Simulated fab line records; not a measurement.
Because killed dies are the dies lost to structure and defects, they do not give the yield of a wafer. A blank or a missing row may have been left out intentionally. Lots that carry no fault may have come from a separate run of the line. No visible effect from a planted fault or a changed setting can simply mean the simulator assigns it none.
Struck lot and sound lot, side by side || flow sky130 || 27 steps out of a route of 708
Sound: wafers L555.1, L555.4, L555.6. Wafers struck: L563.2, L563.3, L563.6. The cause is named last.
For every step that has rows: the tool of each side, followed by ch and its chambers, followed by its first start. Under that, the readings that differ: sound wafers || struck wafers || difference of the means || sigmas: that difference in standard deviations of wafers without a fault.
alike: readings whose means differ by less than 2 such deviations, and words and numbers that are the same on both sides. not compared: withheld readings, readings that some wafer has no value for, bounds like >300 that may hide the same value, and numbers for which the record gives no deviation and whose values overlap.
A row with sigmas, a row that says differs or no value, or rows on one side alone: a step with any of these is where the two part. When numbers do not overlap yet have no deviation, they are printed without sigmas and do not part them. Lack of a reading on every wafer of one side parts them only where that side has two or more wafers.

first, 5 steps without rows for these wafers: SKY_GATE_OXIDE_COAT_05 (resist thk 1140 nm); SKY_GATE_OXIDE_SOFTBAKE_06 (time 60 s); SKY_GATE_OXIDE_EXPOSE_07 (exposes mask LVOM, target cd 600 nm); SKY_GATE_OXIDE_PEB_08; SKY_GATE_OXIDE_DEVELOP_09 (develop time 60 s).
SKY_GATE_OXIDE_OVL_MEAS_10:
  sound on overlay-02, day 15 05:28; struck on overlay-01, day 18 02:19
  alike: GATE_OXIDE_OVL
then, 2 steps without rows for these wafers: SKY_GATE_OXIDE_IMPLANT_11; SKY_GATE_OXIDE_WET_ETCH_12 (etches SiO2 in dHF, target depth 16.8 nm, time 336 s).
SKY_GATE_OXIDE_STRIP_13: strips in O2/N2.
  sound on plasma asher-02 ch 0,1, day 15 05:45; struck on plasma asher-02 ch 0,1, day 18 02:37
  alike: chamber pressure mTorr, drypump motor current A, oes product au, strip time to endpoint s
  not compared: rf hours counter h
SKY_GATE_OXIDE_TW_MEAS_14:
  sound on film metro-01, day 15 05:51; struck on film metro-04, day 18 02:44
  alike: GATE_OXIDE_TW
then, 2 steps without rows for these wafers: SKY_GATE_OXIDE_CLEAN_15 (cleans in SC1/SC2, time 150 s); SKY_GATE_OXIDE_OXIDATION_16 (stabilise 600 s, purge 300 s, target thk 3.57 nm).
SKY_POLY_GATE_CVD_00: deposits poly-Si, target thk 180 nm, time 720 s.
  sound on lpcvd-01 ch 0, day 15 07:38; struck on lpcvd-01 ch 0, day 18 05:20
{"reading": "model.poly-Si_of_POLY_GATE_CVD_00.thk nm (nm)", "sound": "179.2 179.8 179.4", "struck": "192.3 191.7 191.4", "difference": "+12.3", "sigmas": ""}
SKY_POLY_GATE_THK_MEAS_01:
  sound on film metro-03, day 15 08:50; struck on film metro-02, day 18 06:34
{"reading": "POLY_GATE_CVD_00_THK (nm)", "sound": "179.0 179.8 179.3", "struck": "192.3 191.8 191.3", "difference": "+12.4", "sigmas": "+7"}
then, 8 steps without rows for these wafers: SKY_RES_PROTECT_DEHYDRATE_00 (time 60 s); SKY_RES_PROTECT_HMDS_01 (prime time 60 s); SKY_RES_PROTECT_COAT_02 (resist thk 1140 nm); SKY_RES_PROTECT_SOFTBAKE_03 (time 60 s); SKY_RES_PROTECT_EXPOSE_04 (exposes mask RPM, target cd 1270 nm); SKY_RES_PROTECT_PEB_05; SKY_RES_PROTECT_DEVELOP_06 (develop time 60 s); SKY_POLY_GATE_IMPLANT_02.
SKY_RES_PROTECT_STRIP_07: strips in O2/N2.
  sound on plasma asher-04 ch 0,1, day 16 12:49; struck on plasma asher-03 ch 0,1, day 19 12:37
  alike: chamber pressure mTorr, drypump motor current A, oes product au, strip time to endpoint s
  not compared: rf hours counter h
SKY_RES_PROTECT_TW_MEAS_08:
  sound on film metro-02, day 16 12:55; struck on film metro-01, day 19 12:43
  alike: POLY_GATE_TW
SKY_RES_PROTECT_CLEAN_09: cleans in SC1/SC2, time 150 s.
  sound on wet bench-01 ch 3, day 16 12:58; struck on wet bench-02 ch 3, day 19 12:46
{"reading": "model.poly-Si_of_POLY_GATE_CVD_00.thk nm (nm)", "sound": "178.5 179.1 178.8", "struck": "191.7 191.1 190.7", "difference": "+12.4", "sigmas": ""}
then, 1 step without rows for these wafers: SKY_POLY_GATE_CVD_03 (deposits Si3N4 from DCS/NH3, target thk 75 nm, time 1290 s).
-- the record jumps here: 29 days lie between the struck wafers' starts before and after (it left off in module POLY_GATE and takes up again in module PAD_OPEN, whose first step shown is number 708 of the route) --
SKY_PAD_OPEN_PROBE_99:
  sound on prober-01, day 46 23:26; struck on prober-02, day 48 19:43
  alike: killed_at_M0_to_M3, killed_at_M4_up, killed at contacts, killed at front end, killed at other, killed dies, killed open, killed short
  not compared: model.etest.res poly.rs ohm sq

## WHERE THEY PART
Within this record, at SKY_POLY_GATE_THK_MEAS_01 only. Later steps at which nothing parts them and some readings are alike: SKY_RES_PROTECT_STRIP_07, SKY_RES_PROTECT_TW_MEAS_08, SKY_PAD_OPEN_PROBE_99.

WHY: what had been put in by the simulator
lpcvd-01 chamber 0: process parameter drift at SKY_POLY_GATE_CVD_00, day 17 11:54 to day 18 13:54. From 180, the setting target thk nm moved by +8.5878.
